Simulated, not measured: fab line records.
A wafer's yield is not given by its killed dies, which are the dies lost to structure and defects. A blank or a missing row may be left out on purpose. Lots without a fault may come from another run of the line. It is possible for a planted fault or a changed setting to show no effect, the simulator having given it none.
Problem report in the 8D (eight disciplines) form, filled by code | flow sky130 | the parts of the form that need people (team, actions taken, sign-off) are left out

## 1. PROBLEM STATEMENT
Mean NWELL_RS at SKY_NWELL_RS_MEAS_29: 633.6 ohm/sq over 6 wafers in 2 lots; fault-free wafers: 624.5 ohm/sq, standard deviation 1.3. That puts it +7.0 standard deviations away from the usual mean.
The step: measures by four-point-probe.
Earliest sighting: wafer L476.1 on filmMetro-02 at day 9 10:14. The record has a number at this step for 39 wafers belonging to 13 lots. The rule behind "out" and "out of limits": a value lying over 4 standard deviations away from the usual mean. The rest of the wafers with a number are treated as sound.

## 2. WHAT IT IS AND WHAT IT IS NOT
question                    | is                     | is not
which readings at this step | NWELL_RS               | -
which lots                  | L476, L478             | L462, L463, L464, L465, L466, L467, L469, L481, L482, L483, L484
which wafers of those lots  | all that have a number | -
read on which gauges        | filmMetro-02           | filmMetro-01, filmMetro-03
when                        | from day 9 10:14       | up to then (21 sound wafers); but 12 sound wafers of L481, L482, L483, L484 came after

## 3. THE SUSPECTS, EACH WITH WHAT RULES IT OUT
Counting: a tool at a process step up to the reading stays a suspect if it ran every lot that is out and no sound lot after the first of them.
- the gauge at SKY_NWELL_RS_MEAS_29 has been ruled out. All the wafers that are out were read on filmMetro-02, but those of them that SKY_NWELL_IMPLANT_11 has rows for are out there too, on other tools.
- implanter-02 at SKY_NWELL_IMPLANT_11: kept. All lots that are out passed through it, beginning with L476 at day 8 11:59, and no sound lot followed; its final sound lot before that point was L467 at day 5 23:02. Out on those wafers are its own readings of beamEnergyKeV.
The count leaves implanter-02 at SKY_NWELL_IMPLANT_11.

## 4. THE CAUSE (what the simulator had put in)
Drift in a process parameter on implanter-02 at SKY_NWELL_IMPLANT_11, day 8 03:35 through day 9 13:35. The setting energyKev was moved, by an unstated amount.
Counting left only this tool.

## 5. THE CHAIN OF EFFECTS, in route order
Each row: a reading whose mean over the struck wafers that have a number lies more than 3 standard deviations from the usual. Only readings for which the record gives a usual standard deviation are gone through. hours: the time from each lot's start at the first step in this table that gives one to its start at this step, as a median over the lots. sigmas: the change in usual standard deviations.
hours | step                 | reading       | usual        | on struck wafers | change | sigmas
0     | SKY_NWELL_IMPLANT_11 | beamEnergyKeV | 400.02       | 375.39           | -24.63 | -99 or more
22    | SKY_NWELL_RS_MEAS_29 | NWELL_RS      | 624.5 ohm/sq | 633.6            | +9.1   | +7.0
The process steps in it:
- SKY_NWELL_IMPLANT_11
Later steps that measure or inspect, where all struck wafers having a row at the step show a number for every such reading and not one has moved that far: SKY_CONTACT_OVL_MEAS_15, SKY_CONTACT_THK_MEAS_26.

## 6. WHAT WOULD HAVE CAUGHT IT SOONER
31 hours passed between the start of the fault at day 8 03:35 and the first reading out of limits at a measuring or inspecting step in this record, taken at day 9 10:14.
At SKY_NWELL_IMPLANT_11, the tool's own readings (beamEnergyKeV) were out on each struck wafer the step has a row for, so an alarm limit on them would have fired on the first such wafer.
By day 9 10:14, every lot that is out (2) had started SKY_NWELL_IMPLANT_11 on implanter-02. Tool hold at that time: it would have spared none of them.
